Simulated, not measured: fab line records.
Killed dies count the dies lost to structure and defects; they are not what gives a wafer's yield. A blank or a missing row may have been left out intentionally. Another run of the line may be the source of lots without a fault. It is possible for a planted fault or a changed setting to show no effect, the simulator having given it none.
Chamber matching | flow sky130 | rie-diel-03 running SKY_PAD_OPEN_ETCH_07: 4 sister chambers
The step etches the open film in CF4/O2, stops on AlCu, target depth 725 nm, time 161.1 s. 4 wafers are shown with their chamber, then 12 later ones without.

EACH WAFER AND ITS CHAMBER
wafer  | chamber | drypump-motor-current-A (A)
L084.5 | 0       | 5.2
L083.1 | 1       | 5.1
L083.2 | 2       | 5.7
L083.4 | 3       | 5.8

WAFERS WITH NO CHAMBER GIVEN
wafer  | drypump-motor-current-A (A)
L086.1 | 5.1
L086.3 | 5.9
L086.5 | 5.7
L085.3 | 5.7
L085.4 | 5.8
L085.5 | 5.8
L089.1 | 5.7
L089.2 | 5.8
L089.4 | 5.2
L094.2 | 5.2
L094.3 | 5.1
L094.5 | 5.7

THE CHAMBER EACH PASSED THROUGH
wafer  | from the rows above | in truth
L086.1 | 1                   | 1
L086.3 | 3                   | 3
L086.5 | 2                   | 2
L085.3 | 2                   | 2
L085.4 | 3                   | 3
L085.5 | 3                   | 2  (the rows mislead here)
L089.1 | 2                   | 2
L089.2 | 3                   | 3
L089.4 | 0                   | 0
L094.2 | 0                   | 0
L094.3 | 1                   | 1
L094.5 | 2                   | 2
11 of 12 placed correctly. Number that these rows cannot place: 0. Number placed wrongly: 1.
How it was worked out, from the rows above alone: a wafer's distance from a chamber is the root of the sum, over the readings, of the square of ((its reading less the chamber's mean) divided by the reading's scatter). If the next closest chamber is less than 2 further off than the closest, the wafer can't be placed; otherwise it belongs to the closest. Each chamber's mean is taken over the wafers shown for it. The scatter (one wafer shown for each chamber): square how far every hidden wafer sits from the nearest shown wafer, average those squares and take the square root.
